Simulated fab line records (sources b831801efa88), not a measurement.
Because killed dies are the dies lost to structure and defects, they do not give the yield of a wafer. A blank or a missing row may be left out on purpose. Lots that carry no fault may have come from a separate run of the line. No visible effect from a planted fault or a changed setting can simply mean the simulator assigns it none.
One fault seen from 2 desks    flow sky130    every desk sees just its own numbers, and what lay behind them comes last

== TOOL OWNER'S DESK, pecvd-04 ==
The tool's own readings at SKY_PASSIVATION_CVD_02 (deposits Si3N4, target thk 540 nm): means of the sampled wafers that have a number, for each lot that ran on this tool. The brackets show how far a lot's mean lies from the usual mean; more than 4 standard deviations puts the lot out of limits, marked OUT.
Columns: A = heater power w at SKY_PASSIVATION_CVD_02, usual 711 W
lot   first seen here  A
L212  day 45 06:52     698
L213  day 45 22:20     698
L215  day 46 03:51     685
L218  day 46 23:28     686
L219  day 47 03:42     737
This desk found nothing out of limits on any of the 5 lots.

== THE METROLOGY DESK ==
Lot by lot, what the gauges showed, no matter which tool ran the lot: averages of those sampled wafers that carry a number. The brackets show how far a lot's mean lies from the usual mean; more than 4 standard deviations puts the lot out of limits, marked OUT.
Columns: A = VIA4_OVL at SKY_VIA4_OVL_MEAS_11, usual 0.6 nm; B = PASSIVATION_CVD_02_THK at SKY_PASSIVATION_THK_MEAS_03, usual 541 nm
lot   first seen here  A     B
L208  day 43 19:15     0.0   537
L212  day 44 06:10     0.7   542
L213  day 44 22:24     0.2   539
L215  day 45 03:50     0.6   721 (+27) OUT
L218  day 45 23:52     0.3   715 (+26) OUT
L219  day 46 04:22     -0.2  706 (+25) OUT
L220  day 46 10:14     1.6   543
L223  day 46 22:57     1.7   542
L227  day 47 23:03     0.2   535
L229  day 48 07:22     0.4   540
L230  day 48 16:04     2.4   544
This desk reports L215, L218, L219 out of limits; the earliest was L215 at day 46 04:05 (PASSIVATION_CVD_02_THK at SKY_PASSIVATION_THK_MEAS_03). L208, L212, L213, L220, L223, L227, L229, L230: within limits.

== PUT TOGETHER ==
L215, L218, L219 would have let the metrology desk raise an alarm at day 46 04:05.
The tool owner's desk saw nothing out of limits.
Tool owner's desk: L215, L218, L219 on record, inside its limits.
Every lot named ran SKY_PASSIVATION_CVD_02 on pecvd-04.

== WHAT WAS PUT IN BY THE SIMULATOR ==
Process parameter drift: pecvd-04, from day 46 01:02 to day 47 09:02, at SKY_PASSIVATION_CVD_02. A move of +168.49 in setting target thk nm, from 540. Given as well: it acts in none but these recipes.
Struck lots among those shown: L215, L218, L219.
Time in hours between the start of the fault and the first out-of-limits reading at each desk: metrology desk, 3.
